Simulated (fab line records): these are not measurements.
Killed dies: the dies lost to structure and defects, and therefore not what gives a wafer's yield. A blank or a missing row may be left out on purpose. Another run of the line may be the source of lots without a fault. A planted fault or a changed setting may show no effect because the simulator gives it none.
The same fault as seen by 2 desks + flow sky130 + what lay behind the numbers comes last; until then each desk has only its own

## FROM THE METROLOGY DESK
Means of the sampled wafers that have a number, per lot and without regard to the tool the lot ran on: this is what the gauges read. The brackets show how far a lot's mean lies from the usual mean; more than 4 standard deviations puts the lot out of limits, marked OUT.
Columns: A = cdNm at SKY_VT_ADJUST_NCORE_CD_MEAS_07, usual 379.5 nm; B = GATE_OXIDE_OVL at SKY_GATE_OXIDE_OVL_MEAS_10, usual -0.5 nm; C = POLY_GATE_CVD_00_THK at SKY_POLY_GATE_THK_MEAS_01, usual 180.4 nm; D = cdNm at SKY_POLY_GATE_CD_MEAS_13, usual 149.8 nm
| lot  | first seen here | A     | B    | C               | D     |
|------|-----------------|-------|------|-----------------|-------|
| L431 | day 8 11:53     | 381.6 | -1.4 | 178.4           | 150.6 |
| L432 | day 8 20:05     | 381.3 | -0.1 | 178.6           | 149.2 |
| L435 | day 9 13:54     | 378.0 | -1.4 | 181.2           | 148.8 |
| L436 | day 9 18:00     | 379.6 | 0.4  | 181.4           | 152.5 |
| L438 | day 10 10:59    | 381.8 | 0.9  | 181.3           | 148.4 |
| L439 | day 10 15:11    | 379.6 | -0.9 | 177.5           | 149.2 |
| L441 | day 11 07:50    | 378.6 | -2.7 | 181.5           | 152.3 |
| L443 | day 12 00:09    | 380.0 | -0.3 | 181.4           | 152.2 |
| L446 | day 12 18:21    | 377.2 | -0.6 | 152.8 (-15) OUT | 148.8 |
| L447 | day 13 07:32    | 382.6 | -0.5 | 154.8 (-14) OUT | 150.2 |
| L454 | day 15 11:52    | 373.8 | 1.1  | 180.1           | 149.9 |
Finding of this desk: L446, L447 out of limits, first seen on L446 at day 18 23:08 (POLY_GATE_CVD_00_THK at SKY_POLY_GATE_THK_MEAS_01). Within limits: L431, L432, L435, L436, L438, L439, L441, L443, L454.

## TOOL OWNER'S DESK, lpcvd-01
The tool's own readings at SKY_POLY_GATE_CVD_00 (deposits poly-Si, target thk 180 nm, time 720 s): means of the sampled wafers that have a number, for each lot that ran on this tool. The brackets show how far a lot's mean lies from the usual mean; more than 4 standard deviations puts the lot out of limits, marked OUT.
Columns: A = spikeTcBottomC at SKY_POLY_GATE_CVD_00, usual 639 C; B = spikeTcCentreC at SKY_POLY_GATE_CVD_00, usual 620.2 C; C = spikeTcLowerC at SKY_POLY_GATE_CVD_00, usual 620.6 C; D = spikeTcTopC at SKY_POLY_GATE_CVD_00, usual 641.6 C; E = spikeTcUpperC at SKY_POLY_GATE_CVD_00, usual 618.9 C; F = susceptorTempC at SKY_POLY_GATE_CVD_00, usual 620.0 C
| lot  | first seen here | A   | B                | C                | D                | E                | F     |
|------|-----------------|-----|------------------|------------------|------------------|------------------|-------|
| L431 | day 13 13:37    | 636 | 619.4            | 619.7            | 640.2            | 618.1            | 620.3 |
| L432 | day 14 01:44    | 637 | 618.8            | 620.7            | 640.8            | 617.7            | 620.2 |
| L436 | day 15 03:55    | 644 | 622.4            | 619.7            | 643.2            | 619.2            | 620.0 |
| L435 | day 15 06:43    | 636 | 617.4            | 620.9            | 640.8            | 619.4            | 619.8 |
| L438 | day 16 07:59    | 636 | 620.3            | 620.0            | 640.9            | 618.6            | 620.0 |
| L439 | day 16 10:56    | 644 | 622.5            | 620.5            | 641.6            | 618.7            | 620.4 |
| L441 | day 17 05:08    | 643 | 623.1            | 621.5            | 643.5            | 618.6            | 620.3 |
| L443 | day 18 02:32    | 643 | 622.5            | 620.9            | 643.3            | 619.1            | 619.9 |
| L446 | day 18 21:56    | 637 | 614.9            | 613.6 (-6.4) OUT | 636.4            | 611.3 (-7.6) OUT | 620.0 |
| L447 | day 19 18:01    | 629 | 611.1 (-4.6) OUT | 614.0 (-6.0) OUT | 634.0 (-5.0) OUT | 611.8 (-7.1) OUT | 620.0 |
| L454 | day 22 02:43    | 642 | 622.6            | 620.9            | 642.2            | 618.6            | 619.9 |
This desk's finding: out of limits on L446, L447; first on L446, day 18 21:56 (spikeTcLowerC at SKY_POLY_GATE_CVD_00). Within limits: L431, L432, L436, L435, L438, L439, L441, L443, L454.

## PUT TOGETHER
The tool owner's desk could have raised an alarm at day 18 21:56, on L446, L447.
Metrology desk: alarm possible at day 18 23:08 on L446, L447.
All the named lots went through SKY_POLY_GATE_CVD_00 on lpcvd-01.

## WHAT HAD BEEN PUT IN BY THE SIMULATOR
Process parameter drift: lpcvd-01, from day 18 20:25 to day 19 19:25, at SKY_POLY_GATE_CVD_00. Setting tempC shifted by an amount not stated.
Shown lots that were struck: L446, L447.
Time in hours from fault onset to the first out-of-limits reading at each desk: tool owner's desk 2, metrology desk 3.
